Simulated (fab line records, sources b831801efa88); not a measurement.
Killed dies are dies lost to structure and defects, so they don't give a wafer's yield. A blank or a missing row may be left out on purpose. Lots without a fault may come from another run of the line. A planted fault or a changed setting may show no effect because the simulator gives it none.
Which tool did it? | flow gf180mcu | 14 lots, 42 wafers sampled, at 5 steps of a route of 602

WHAT THE GAUGES READ, wafer by wafer
GF_STI_THK_MEAS_30.
lot  | measured    | on            | STI_OXIDATION_02_THK (nm)
L741 | day 2 10:31 | film_metro-03 | 9.70 9.68 9.62
L742 | day 2 16:49 | film_metro-02 | 9.78 9.77 9.67
L743 | day 2 21:49 | film_metro-02 | 9.55 9.61 9.53
L744 | day 3 02:23 | film_metro-03 | 9.61 9.67 9.64
L745 | day 3 08:37 | film_metro-01 | 9.71 9.65 9.71
L747 | day 3 22:56 | film_metro-01 | 10.00 10.05 9.99
L748 | day 4 00:20 | film_metro-01 | 9.81 9.82 9.77
L752 | day 4 21:52 | film_metro-02 | 9.92 9.91 10.02
L756 | day 5 20:12 | film_metro-02 | 9.93 9.91 9.92
L759 | day 6 05:45 | film_metro-01 | 10.14 10.20 10.38
L760 | day 6 15:08 | film_metro-02 | 10.19 10.27 10.45
L761 | day 6 21:44 | film_metro-02 | 9.74 9.70 9.62
L763 | day 7 06:23 | film_metro-02 | 9.95 9.93 9.84
L762 | day 7 06:24 | film_metro-03 | 9.83 9.73 10.07

GF_MVPSD_OVL_MEAS_07.
lot  | measured     | on         | MVPSD_OVL (nm)
L741 | day 5 06:58  | overlay-01 | 0.5 -0.7 -1.1
L742 | day 5 10:27  | overlay-02 | 0.3 1.4 -0.1
L743 | day 5 14:04  | overlay-01 | 1.4 -0.6 0.7
L744 | day 5 19:22  | overlay-01 | -2.4 -1.2 -1.4
L745 | day 6 00:52  | overlay-02 | 0.4 0.9 -1.0
L747 | day 6 16:37  | overlay-01 | 2.1 1.2 2.5
L748 | day 6 19:25  | overlay-02 | 0.4 1.2 1.4
L752 | day 7 19:19  | overlay-01 | 1.9 0.2 2.1
L756 | day 9 03:22  | overlay-02 | -1.6 0.7 -2.0
L759 | day 9 14:16  | overlay-02 | -0.1 0.2 -1.5
L760 | day 10 03:34 | overlay-02 | -1.6 -2.1 -1.5
L761 | day 10 11:04 | overlay-01 | -2.6 -1.8 -1.9
L763 | day 10 20:49 | overlay-02 | 1.4 1.1 0.9
L762 | day 10 20:31 | overlay-01 | 2.0 1.2 0.4

GF_VT_IMPLANT_OVL_MEAS_07.
lot  | measured     | on         | VT_IMPLANT_OVL (nm)
L741 | day 5 15:22  | overlay-02 | -1.9 -1.8 -1.7
L742 | day 5 23:00  | overlay-01 | -2.0 -2.7 -0.9
L743 | day 6 04:37  | overlay-01 | -1.7 -0.9 -2.6
L744 | day 6 10:36  | overlay-02 | 2.7 -0.6 1.3
L745 | day 6 16:07  | overlay-01 | -0.7 0.0 -1.3
L747 | day 7 08:27  | overlay-02 | -3.2 -1.2 -1.1
L748 | day 7 10:34  | overlay-02 | 0.2 -0.6 3.2
L752 | day 8 11:40  | overlay-02 | -1.9 -1.8 0.6
L756 | day 9 21:19  | overlay-01 | -1.2 -1.3 -3.3
L759 | day 10 08:25 | overlay-02 | -2.3 -1.1 -2.3
L760 | day 10 21:52 | overlay-02 | -0.9 -2.0 -1.4
L761 | day 11 05:12 | overlay-02 | -0.1 0.5 0.9
L763 | day 11 16:04 | overlay-02 | -1.7 -0.8 -0.9
L762 | day 11 15:46 | overlay-02 | -0.8 -0.1 1.2

GF_VT_IMPLANT_RS_MEAS_47: measures by four-point-probe.
lot  | measured     | on            | NWELL_RS (ohm/sq)
L741 | day 7 14:12  | film_metro-02 | 488.4 488.1 488.2
L742 | day 7 21:52  | film_metro-04 | 488.8 488.9 488.9
L743 | day 8 06:32  | film_metro-01 | 487.7 489.0 489.5
L744 | day 8 09:46  | film_metro-01 | 490.1 490.2 489.5
L745 | day 8 18:30  | film_metro-02 | 508.1 507.6 508.1
L747 | day 9 11:58  | film_metro-01 | 506.2 508.1 506.3
L748 | day 9 12:52  | film_metro-01 | 487.8 487.8 488.5
L752 | day 10 17:08 | film_metro-04 | 489.2 489.0 487.6
L756 | day 12 06:53 | film_metro-02 | 487.8 487.3 488.7
L759 | day 12 17:44 | film_metro-04 | 489.0 490.3 490.1
L760 | day 13 10:34 | film_metro-02 | 487.7 485.7 486.5
L761 | day 13 15:43 | film_metro-02 | 487.6 488.0 487.0
L763 | day 14 09:28 | film_metro-01 | 488.5 486.5 489.0
L762 | day 14 04:11 | film_metro-01 | 487.4 488.8 488.5

WHICH TOOL RAN EACH LOT (tool, then ch and the chambers of the sampled wafers, then the start)
lot  | GF_NWELL_IMPLANT_09
L741 | implanter-01 ch 0, day 3 13:28
L742 | implanter-04 ch 0, day 3 18:53
L743 | implanter-03 ch 0, day 4 00:52
L744 | implanter-03 ch 0, day 4 05:53
L745 | implanter-03 ch 0, day 4 10:46
L747 | implanter-03 ch 0, day 5 02:20
L748 | implanter-01 ch 0, day 5 04:26
L752 | implanter-04 ch 0, day 5 21:06
L756 | implanter-04 ch 0, day 7 02:08
L759 | implanter-01 ch 0, day 7 12:28
L760 | implanter-03 ch 0, day 7 22:53
L761 | implanter-04 ch 0, day 8 06:23
L763 | implanter-04 ch 0, day 8 14:30
L762 | implanter-03 ch 0, day 8 14:22
- GF_NWELL_IMPLANT_09

WHAT THE TOOLS THEMSELVES READ (means of the sampled wafers that have a number; where no wafer has one, the mark that the record gives instead)
GF_NWELL_IMPLANT_09.
lot  | tool         | dose_ions_cm2 | end_station_pressure_torr (Torr) | faraday_current_uA
L741 | implanter-01 | 4e+12         | 5.17e-06                         | 22.4
L742 | implanter-04 | 4e+12         | 4.65e-06                         | 22.4
L743 | implanter-03 | 4e+12         | 5.04e-06                         | 22.5
L744 | implanter-03 | 4e+12         | 4.82e-06                         | 22.7
L745 | implanter-03 | 3e+12         | 4.54e-06                         | 17.1
L747 | implanter-03 | 3e+12         | 4.81e-06                         | 16.8
L748 | implanter-01 | 4e+12         | 5.10e-06                         | 22.4
L752 | implanter-04 | 4e+12         | 4.81e-06                         | 22.4
L756 | implanter-04 | 4e+12         | 4.85e-06                         | 22.8
L759 | implanter-01 | 4e+12         | 5.22e-06                         | 22.5
L760 | implanter-03 | 4e+12         | 4.93e-06                         | 22.1
L761 | implanter-04 | 4e+12         | 4.87e-06                         | 22.8
L763 | implanter-04 | 4e+12         | 4.94e-06                         | 22.3
L762 | implanter-03 | 4e+12         | 5.03e-06                         | 22.4

THE ANSWER, worked out from the rows above alone
Rule: what is usual is taken from the lots themselves. Put in order of their means at a reading, lots are off if they are a third of the lots or fewer, leave a main group of 4 or more, and stand apart from it by a gap of 3 or more times the standard deviation of the main group's means; of several such gaps the widest counts. A main group whose means are all the same, to the digits that the tables above print for the reading, isn't used. A lot without any number at a reading at which 4 lots or more have one is off too. The other lots that the step has rows for count as sound. The gauges are gone through in route order, then the tools' own readings, and for those a lot's mean is taken as printed above. The first step at which some lot is off is used, and at that step the reading that is off furthest; a lot without a number counts as furthest.
Off: L745, L747, at GF_VT_IMPLANT_RS_MEAS_47 (NWELL_RS). The main group: mean 488.4 ohm/sq, standard deviation 0.87.
A tool fits if, at a process step before that reading, it ran every lot that is off, and no sound lot after the first of them. The gauges at GF_VT_IMPLANT_RS_MEAS_47 aren't tried: what is off there is off at GF_NWELL_IMPLANT_09 too, on other tools, and a gauge's error can't cause that. None of those tried fits.

WHAT THE SIMULATOR HAD PUT IN
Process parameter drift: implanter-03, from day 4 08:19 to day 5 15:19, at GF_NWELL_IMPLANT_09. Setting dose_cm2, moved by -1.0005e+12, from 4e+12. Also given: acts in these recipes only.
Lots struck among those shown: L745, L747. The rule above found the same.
